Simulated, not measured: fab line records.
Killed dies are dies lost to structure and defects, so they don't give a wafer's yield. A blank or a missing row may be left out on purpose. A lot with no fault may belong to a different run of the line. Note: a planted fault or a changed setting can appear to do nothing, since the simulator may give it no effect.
fab line records | flow sky130
[record] lots = 13 | wafers = 39 | lastDay = 50
route steps=708 shown FIELD_ISO@16 DNWELL@44 PAD_OPEN@708
lots with no fault: from the same line, run without faults
startH: hours from the record's first day to the start of the lot's first wafer shown | waitH: how many hours have passed since the lot's step before this one | " as in the row above | L1.1+2: several wafers, shown together as one row | - value missing, or start not given | * or withheld: withheld | < > ~ a bound
route shown NAME@n: NAME is a module with steps in the file, n the number in the route of the first one | usual: mean and standard deviation over wafers with no fault | same: alike in all rows | chamber/n: place in a boat | sites: readings site by site | _std_site: the standard deviation of these | _edge_site: outer sites' mean less inner sites' | radiusMm: for every site, how far away it sits from the centre of the wafer | mask NAME#n: copy n | behind: the tool/chamber that last shaped the wafer | hold: why the lot went on hold/how many hours it stayed there/how the hold came to an end | device: the n, p or np transistor that did not switch | end of line: at the end of the route, the tests of the same wafers | where a step has no rows: the recipe by itself | killed: dies that structure and defects cost at the first sort, which is not the same as the wafer's yield | map: the dies of a wafer, with x for killed, . for not killed, _ for no die there
set.NAME: the run value of the setting; set.NAME@STEP: its run value at that earlier step | model.NAME: the simulator's own value behind a step, which no gauge read
route steps across a sampled set of lots; one table per step, one row per wafer
services: when a tool's chamber went out of use (startH, in hours from the record's first day, below 0 if earlier), for how many hours, and the reason
[[steps]]
[step SKY_FIELD_ISO_ETCH_15]
[recipe] chemistry = CHF3/O2 | targetDepthNm = 180 | stopOn = Si | sourceW = 600 | biasW = 200 | pressureMtorr = 40 | chf3FlowSccm = 50 | O2_flow_sccm = 5 | timeS = 72
[usual] chamberPressureMTorr = 40.00/0.044 | drypumpMotorCurrentA = 5.5/0.36 | oesProductAu = 0.948/0.0065 | throttleValvePct = 8.846/0.0093
lot.wafer | tool       | chamber | startH | waitH | chamberPressureMTorr | drypumpMotorCurrentA | oesProductAu | rfHoursCounterH | throttleValvePct
L209.1    | rieDiel-03 | 2       | 41.34  | 0.0   | 40.03                | 5.8                  | 0.936        | 74              | 8.862
L209.4    | "          | 3       | "      | "     | 40.00                | 5.6                  | 0.945        | 5               | 8.851
L209.6    | "          | 2       | "      | "     | 40.01                | 5.8                  | 0.955        | -               | 8.854
L210.2    | rieDiel-04 | 3       | 44.66  | 0.0   | 40.03                | 5.4                  | 0.954        | 113             | 8.856
L210.3    | "          | 0       | "      | "     | 40.01                | 4.9                  | 0.956        | 53              | 8.856
L210.5    | "          | 3       | "      | "     | 39.96                | 5.4                  | 0.956        | -               | 8.846
L211.2    | rieDiel-04 | 2       | 53.78  | 0.0   | 40.03                | 5.5                  | 0.953        | 166             | 8.852
L211.5    | "          | 1       | "      | "     | 40.01                | 6.3                  | 0.949        | -               | 8.857
L211.6    | "          | 2       | "      | "     | 40.01                | 5.5                  | 0.952        | -               | 8.856
L212.4    | rieDiel-03 | 1       | 56.11  | 0.0   | 39.94                | 5.2                  | 0.940        | 76              | 8.845
L212.5    | "          | 3       | "      | "     | 39.98                | 5.6                  | 0.949        | -               | 8.857
L212.6    | "          | 2       | "      | "     | 40.02                | 5.8                  | 0.949        | -               | 8.837
L215.1    | rieDiel-01 | 3       | 73.13  | 0.0   | 39.97                | 5.3                  | 0.947        | 18              | 8.849
L215.2    | "          | 1       | "      | "     | 39.97                | 6.1                  | 0.954        | 61              | 8.831
L215.4    | "          | 3       | "      | "     | 39.98                | 5.3                  | 0.945        | -               | 8.850
L216.2    | rieDiel-03 | 1       | 74.88  | 0.0   | 40.00                | 5.2                  | 0.944        | 76              | 8.827
L216.3    | "          | 0       | "      | "     | 40.00                | 5.6                  | 0.944        | 72              | 8.843
L216.6    | "          | 2       | "      | "     | 40.00                | 5.8                  | 0.946        | -               | 8.834
L217.2    | rieDiel-04 | 3       | 81.18  | 0.0   | 39.97                | 5.4                  | 0.949        | 113             | 8.871
L217.3    | "          | 0       | "      | "     | 40.08                | 4.9                  | 0.965        | 54              | 8.850
L217.4    | "          | 0       | "      | "     | 40.00                | 4.9                  | 0.947        | -               | 8.841
L219.1    | rieDiel-03 | 3       | 90.89  | 0.0   | 40.01                | 5.6                  | 0.948        | 5               | 8.836
L219.4    | "          | 0       | "      | "     | 40.02                | 5.7                  | 0.930        | 73              | 8.813
L219.5    | "          | 3       | "      | "     | 40.00                | 5.6                  | 0.950        | -               | 8.834
L220.1    | rieDiel-03 | 1       | 95.29  | 0.0   | 39.95                | 5.2                  | 0.947        | 77              | 8.856
L220.2    | "          | 0       | "      | "     | 40.00                | 5.7                  | 0.947        | 73              | 8.848
L220.5    | "          | 2       | "      | "     | 39.99                | 5.8                  | 0.947        | -               | 8.836
L225.2    | rieDiel-01 | 2       | 122.09 | 0.0   | 39.98                | 5.2                  | 0.952        | 12              | 8.847
L225.4    | "          | 3       | "      | "     | 40.02                | 5.3                  | 0.965        | 19              | 8.844
L225.5    | "          | 1       | "      | "     | 39.98                | 6.1                  | 0.946        | -               | 8.840
L226.1    | rieDiel-03 | 3       | 129.28 | 0.0   | 40.02                | 5.6                  | 0.940        | 6               | 8.853
L226.4    | "          | 1       | "      | "     | 39.97                | 5.2                  | 0.923        | 77              | 8.836
L226.5    | "          | 2       | "      | "     | 40.02                | 5.8                  | 0.932        | -               | 8.846
L228.1    | rieDiel-04 | 0       | 139.16 | 0.0   | 40.04                | 4.9                  | 0.951        | 55              | 8.860
L228.2    | "          | 1       | "      | "     | 40.07                | 6.2                  | 0.948        | 46              | 8.843
L228.4    | "          | 3       | "      | "     | 39.98                | 5.4                  | 0.943        | 114             | 8.851
L230.2    | rieDiel-03 | 2       | 150.13 | 0.0   | 39.98                | 5.7                  | 0.945        | 76              | 8.842
L230.4    | "          | 1       | "      | "     | 40.01                | 5.2                  | 0.954        | 78              | 8.854
L230.5    | "          | 0       | "      | "     | 39.96                | 5.6                  | 0.948        | -               | 8.854
[step SKY_FIELD_ISO_STRIP_16]
[recipe] chemistry = O2/N2 | powerW = 1400 | pressureMtorr = 1500 | platenTempC = withheld | o2FlowSccm = 3000 | n2FlowSccm = 300 | overashFraction = 0.5
[usual] chamberPressureMTorr = 1500.0/1.3 | drypumpMotorCurrentA = 5.9/0.39 | oesProductAu = 0.379/0.0048 | stripTimeToEndpointS = 3.56/0.033
lot.wafer | tool           | chamber | startH | waitH | chamberPressureMTorr | drypumpMotorCurrentA | oesProductAu | rfHoursCounterH | stripTimeToEndpointS
L209.1    | plasmaAsher-03 | 0       | 41.40  | 0.0   | 1500.9               | 5.9                  | 0.370        | 35              | 3.62
L209.4    | "              | 1       | "      | "     | 1499.4               | 6.1                  | 0.376        | -               | 3.59
L209.6    | "              | 0       | "      | "     | 1500.4               | 5.9                  | 0.376        | -               | 3.57
L210.2    | plasmaAsher-01 | 1       | 44.72  | 0.0   | 1502.3               | 5.2                  | 0.374        | 36              | 3.54
L210.3    | "              | 1       | "      | "     | 1501.2               | 5.2                  | 0.378        | -               | 3.60
L210.5    | "              | 1       | "      | "     | 1499.2               | 5.2                  | 0.368        | -               | 3.55
L211.2    | plasmaAsher-03 | 1       | 53.84  | 0.0   | 1502.7               | 6.1                  | 0.384        | 36              | 3.53
L211.5    | "              | 1       | "      | "     | 1500.7               | 6.1                  | 0.375        | -               | 3.52
L211.6    | "              | 0       | "      | "     | 1500.5               | 6.0                  | 0.379        | -               | 3.55
L212.4    | plasmaAsher-03 | 1       | 56.20  | 0.1   | 1499.9               | 6.1                  | 0.378        | -               | 3.55
L212.5    | "              | 1       | "      | "     | 1501.8               | 6.1                  | 0.369        | -               | 3.58
L212.6    | "              | 0       | "      | "     | 1500.0               | 5.9                  | 0.382        | -               | 3.56
L215.1    | plasmaAsher-02 | 1       | 73.19  | 0.0   | 1497.6               | 6.2                  | 0.388        | 39              | 3.59
L215.2    | "              | 0       | "      | "     | 1500.5               | 5.7                  | 0.378        | 39              | 3.59
L215.4    | "              | 1       | "      | "     | 1499.0               | 6.2                  | 0.374        | -               | 3.61
L216.2    | plasmaAsher-02 | 0       | 74.94  | 0.0   | 1498.9               | 5.7                  | 0.376        | 39              | 3.49
L216.3    | "              | 1       | "      | "     | 1500.7               | 6.3                  | 0.376        | -               | 3.51
L216.6    | "              | 1       | "      | "     | 1501.2               | 6.3                  | 0.373        | -               | 3.52
L217.2    | plasmaAsher-03 | 0       | 81.24  | 0.0   | 1500.1               | 5.9                  | 0.381        | 39              | 3.59
L217.3    | "              | 0       | "      | "     | 1499.0               | 5.9                  | 0.384        | -               | 3.61
L217.4    | "              | 1       | "      | "     | 1499.0               | 6.1                  | 0.380        | -               | 3.64
L219.1    | plasmaAsher-01 | 0       | 90.95  | 0.0   | -                    | -                    | -            | -               | -
L219.4    | "              | 0       | "      | "     | -                    | -                    | -            | -               | -
L219.5    | "              | 0       | "      | "     | -                    | -                    | -            | -               | -
L220.1    | plasmaAsher-01 | 1       | 95.35  | 0.0   | -                    | -                    | -            | -               | -
L220.2    | "              | 0       | "      | "     | -                    | -                    | -            | -               | -
L220.5    | "              | 1       | "      | "     | -                    | -                    | -            | -               | -
L225.2    | plasmaAsher-02 | 0       | 122.15 | 0.0   | 1500.7               | 5.7                  | 0.378        | 0               | 3.62
L225.4    | "              | 0       | "      | "     | 1500.2               | 5.7                  | 0.380        | -               | 3.56
L225.5    | "              | 0       | "      | "     | 1498.3               | 5.7                  | 0.381        | -               | 3.61
L226.1    | plasmaAsher-01 | 0       | 129.34 | 0.0   | 1500.5               | 6.3                  | 0.378        | 44              | 3.55
L226.4    | "              | 0       | "      | "     | 1500.5               | 6.3                  | 0.377        | -               | 3.53
L226.5    | "              | 0       | "      | "     | 1502.1               | 6.3                  | 0.376        | -               | 3.59
L228.1    | plasmaAsher-02 | 1       | 139.22 | 0.0   | 1496.8               | 6.2                  | 0.391        | 2               | 3.58
L228.2    | "              | 0       | "      | "     | 1500.4               | 5.7                  | 0.384        | 2               | 3.55
L228.4    | "              | 1       | "      | "     | 1501.6               | 6.2                  | 0.384        | -               | 3.57
L230.2    | plasmaAsher-02 | 0       | 150.19 | 0.0   | 1501.1               | 5.7                  | 0.388        | 3               | 3.51
L230.4    | "              | 1       | "      | "     | 1500.1               | 6.2                  | 0.375        | -               | 3.56
L230.5    | "              | 1       | "      | "     | 1500.9               | 6.2                  | 0.383        | -               | 3.54
[step SKY_DNWELL_TW_MEAS_09]
[usual] DNWELL_TW = 1108/9.3
lot.wafer | tool         | chamber | startH | waitH | DNWELL_TW
L209.1    | filmMetro-02 | -       | 64.42  | 0.1   | 1114
L209.4    | "            | -       | "      | "     | 1116
L209.6    | "            | -       | "      | "     | 1121
L210.2    | filmMetro-04 | -       | 70.11  | 0.1   | 1108
L210.3    | "            | -       | "      | "     | 1109
L210.5    | "            | -       | "      | "     | 1107
L211.2    | filmMetro-04 | -       | 75.36  | 0.1   | 1097
L211.5    | "            | -       | "      | "     | 1102
L211.6    | "            | -       | "      | "     | 1104
L212.4    | filmMetro-03 | -       | 80.60  | 0.1   | 1102
L212.5    | "            | -       | "      | "     | 1098
L212.6    | "            | -       | "      | "     | 1102
L215.1    | filmMetro-04 | -       | 97.17  | 0.1   | 1102
L215.2    | "            | -       | "      | "     | 1108
L215.4    | "            | -       | "      | "     | 1102
L216.2    | filmMetro-02 | -       | 99.76  | 0.1   | 1111
L216.3    | "            | -       | "      | "     | 1111
L216.6    | "            | -       | "      | "     | 1112
L217.2    | filmMetro-04 | -       | 106.19 | 0.1   | 1101
L217.3    | "            | -       | "      | "     | 1103
L217.4    | "            | -       | "      | "     | 1105
L225.2    | filmMetro-02 | -       | 151.18 | 0.1   | 1121
L225.4    | "            | -       | "      | "     | 1112
L225.5    | "            | -       | "      | "     | 1118
L226.1    | filmMetro-03 | -       | 160.42 | 0.1   | 1101
L226.4    | "            | -       | "      | "     | 1099
L226.5    | "            | -       | "      | "     | 1098
L228.1    | filmMetro-03 | -       | 168.15 | 0.1   | 1092
L228.2    | "            | -       | "      | "     | 1095
L228.4    | "            | -       | "      | "     | 1083
L230.2    | filmMetro-04 | -       | 178.38 | 0.1   | 1107
L230.4    | "            | -       | "      | "     | 1107
L230.5    | "            | -       | "      | "     | 1110
[step SKY_PAD_OPEN_PROBE_99]
[usual] killed_at_M0_to_M3 = 42/6.3 | killed_at_M4_up = 2.8/1.9 | killedAtContacts = 23/5.3 | killedAtFrontEnd = 16/4.3 | killedAtOther = 0.2/0.51 | killedDies = 84/9.3 | killedOnRim = 16/4.2 | killedOpen = 46/7.6 | killedShort = 38/6.3
[same] grossDies = 492 | killedAtBackSide = 0
lot.wafer | tool      | chamber | startH  | waitH | killed_at_M0_to_M3 | killed_at_M4_up | killedAtContacts | killedAtFrontEnd | killedAtOther | killedDies | killedOnRim | killedOpen | killedShort
L211.2    | prober-02 | -       | 1118.78 | 0.1   | 55                 | 3               | 15               | 12               | 0             | 85         | 23          | 49         | 36
L211.5    | prober-02 | -       | 1118.93 | 0.2   | 40                 | 2               | 33               | 20               | 1             | 96         | 26          | 58         | 38
L211.6    | prober-02 | -       | 1118.98 | 0.2   | 44                 | 4               | 17               | 12               | 0             | 77         | 18          | 50         | 27
L219.1    | prober-01 | -       | 1151.84 | 0.1   | 49                 | 0               | 19               | 424              | 0             | 492        | 96          | 51         | 28
L219.4    | prober-01 | -       | 1151.99 | 0.2   | 43                 | 3               | 34               | 412              | 0             | 492        | 96          | 59         | 43
L219.5    | prober-01 | -       | 1152.04 | 0.2   | 31                 | 5               | 19               | 437              | 0             | 492        | 96          | 37         | 33
L220.1    | prober-02 | -       | 1158.78 | 0.1   | 42                 | 4               | 30               | 416              | 0             | 492        | 96          | 53         | 42
L220.2    | prober-02 | -       | 1158.83 | 0.1   | 47                 | 1               | 16               | 427              | 1             | 492        | 96          | 36         | 38
L220.5    | prober-02 | -       | 1158.98 | 0.2   | 42                 | 1               | 23               | 426              | 0             | 492        | 96          | 45         | 35
L217.2    | prober-01 | -       | 1176.62 | 0.1   | 38                 | 5               | 29               | 17               | 0             | 89         | 12          | 44         | 45
L217.3    | prober-01 | -       | 1176.67 | 0.2   | 48                 | 4               | 19               | 19               | 1             | 91         | 25          | 46         | 45
L217.4    | prober-01 | -       | 1176.72 | 0.2   | 36                 | 2               | 26               | 13               | 0             | 77         | 15          | 40         | 37
// killed by level:class
L211.2 VIA1:geometricParticle:open=12 VIA3:geometricParticle:open=9 METAL2:geometricParticle:short=8 VIA1:geometricParticle:short=5 LI_CONTACT:geometricParticle:open=5 CONTACT:geometricParticle:open=5 VIA2:geometricParticle:open=5 FIELD_ISO:geometricParticle:open=4
L211.5 CONTACT:geometricParticle:open=13 VIA2:geometricParticle:open=12 VIA1:geometricParticle:open=8 POLY_GATE:geometricParticle:open=7 LI_CONTACT:geometricParticle:open=7 LI_CONTACT:geometricParticle:short=5 VIA3:geometricParticle:open=5 VIA1:geometricParticle:short=5
L211.6 VIA1:geometricParticle:open=16 VIA3:geometricParticle:open=7 CONTACT:geometricParticle:open=6 LI_CONTACT:geometricParticle:open=5 FIELD_ISO:geometricParticle:open=3 CONTACT:geometricParticle:short=3 METAL1:geometricParticle:short=3 METAL1:geometricParticle:open=3
L219.1 FIELD_ISO:areaOxidation=413 VIA3:geometricParticle:open=10 VIA2:geometricParticle:open=10 LI_CONTACT:geometricParticle:open=8 VIA1:geometricParticle:open=8 METAL1:geometricParticle:short=6 CONTACT:geometricParticle:open=5 METAL2:geometricParticle:short=5
L219.4 FIELD_ISO:areaOxidation=390 CONTACT:geometricParticle:open=11 VIA1:geometricParticle:open=10 LI_CONTACT:geometricParticle:open=9 VIA3:geometricParticle:open=8 POLY_GATE:geometricParticle:short=6 METAL1:geometricParticle:short=6 FIELD_ISO:geometricParticle:short=5
L219.5 FIELD_ISO:areaOxidation=422 FIELD_ISO:geometricParticle:short=8 CONTACT:geometricParticle:open=8 METAL1:geometricParticle:short=7 VIA1:geometricParticle:short=7 LI_CONTACT:geometricParticle:open=7 VIA2:geometricParticle:open=6 VIA1:geometricParticle:open=3
L220.1 FIELD_ISO:areaOxidation=397 CONTACT:geometricParticle:open=10 VIA1:geometricParticle:open=9 FIELD_ISO:geometricParticle:short=8 LOCAL_INTERCONNECT:geometricParticle:short=7 LI_CONTACT:geometricParticle:open=7 VIA3:geometricParticle:open=7 VIA2:geometricParticle:open=6
L220.2 FIELD_ISO:areaOxidation=418 VIA1:geometricParticle:open=15 LI_CONTACT:geometricParticle:open=6 METAL1:geometricParticle:short=5 VIA2:geometricParticle:open=5 METAL3:geometricParticle:short=5 METAL2:geometricParticle:short=4 LI_CONTACT:geometricParticle:short=4
L220.5 FIELD_ISO:areaOxidation=412 CONTACT:geometricParticle:open=10 VIA1:geometricParticle:short=9 VIA1:geometricParticle:open=8 LI_CONTACT:geometricParticle:open=5 POLY_GATE:geometricParticle:open=5 LOCAL_INTERCONNECT:geometricParticle:short=5 VIA2:geometricParticle:open=5
L217.2 CONTACT:geometricParticle:open=10 VIA2:geometricParticle:open=8 VIA1:geometricParticle:open=7 FIELD_ISO:geometricParticle:short=6 POLY_GATE:geometricParticle:open=6 LOCAL_INTERCONNECT:geometricParticle:short=6 CONTACT:geometricParticle:short=6 LI_CONTACT:geometricParticle:open=5
L217.3 VIA1:geometricParticle:open=9 CONTACT:geometricParticle:open=8 CONTACT:geometricParticle:short=8 METAL1:geometricParticle:short=8 VIA3:geometricParticle:open=7 METAL2:geometricParticle:short=6 FIELD_ISO:geometricParticle:open=5 VIA2:geometricParticle:open=5
L217.4 CONTACT:geometricParticle:open=9 VIA1:geometricParticle:open=9 LI_CONTACT:geometricParticle:open=6 VIA2:geometricParticle:open=6 METAL2:geometricParticle:short=6 CONTACT:geometricParticle:short=5 FIELD_ISO:geometricParticle:open=4 LOCAL_INTERCONNECT:geometricParticle:short=4
[[services]]
tool           | chamber | startH | hours | kind
rieDiel-04     | -       | 58.11  | 0.6   | repair
rieDiel-03     | 1       | 64.11  | 7.7   | repair
rieDiel-01     | 0       | 69.39  | -     | clean
rieDiel-01     | 0       | 69.39  | 23.8  | scheduledDown
rieDiel-01     | 0       | 69.39  | 23.8  | ventCycle
rieDiel-04     | 1       | 78.34  | 6.6   | repair
rieDiel-04     | 2       | 88.22  | -     | clean
rieDiel-04     | 2       | 88.22  | 22.0  | scheduledDown
rieDiel-04     | 2       | 88.22  | 22.0  | ventCycle
plasmaAsher-03 | -       | 90.22  | 2.8   | pm
rieDiel-04     | -       | 91.41  | 0.3   | repair
plasmaAsher-02 | -       | 108.75 | 9.0   | pm
plasmaAsher-02 | 0       | 108.75 | 9.0   | ventCycle
plasmaAsher-02 | 1       | 108.75 | 9.0   | ventCycle
rieDiel-03     | -       | 108.86 | 2.8   | pm
plasmaAsher-02 | 0       | 117.75 | -     | clean
plasmaAsher-02 | 1       | 117.75 | -     | clean
plasmaAsher-03 | -       | 135.51 | 0.8   | repair
plasmaAsher-02 | -       | 143.42 | 2.8   | pm
plasmaAsher-01 | -       | 144.30 | 8.0   | repair
rieDiel-03     | -       | 144.53 | 0.1   | repair
[[key]]
[firstSign] step = SKY_FIELD_ISO_STRIP_16 | reading = toolRecord | direction = missing
[effect] step = SKY_PAD_OPEN_PROBE_99 | reading = killedAtFrontEnd | direction = up | sigmas = 95 | usual = 16 | struck = 424
[moreKillsBornAt] SKY_FIELD_ISO_OXIDATION_22@furnace-02 = 2452
metAt SKY_FIELD_ISO_STRIP_16
struckLots L219,L220
laterRowsLeftOut L219.1,L219.4,L219.5,L220.1,L220.2,L220.5
testerLeftOut L219,L220
notActingAt SKY_FIELD_ISO_ETCH_15,SKY_DNWELL_TW_MEAS_09
onsetBetween 44.72 90.95
[fault] kind = skippedStepWhole | tool = plasmaAsher-01 | chamber = - | onsetH = 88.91 | steps = SKY_FIELD_ISO_STRIP_16 | scope = struckLotsOnly
// testerLeftOut: of these lots the tester's yield and bins aren't shown, on N5 and GAA mostly nor the transistor test; their killed dies are dies lost to structure and defects alone, not to doping, threshold or leakage, so they don't give the yield
// laterRowsLeftOut: the simulator's readings of these wafers behind a module that went badly wrong aren't trusted and aren't shown, but for the sort
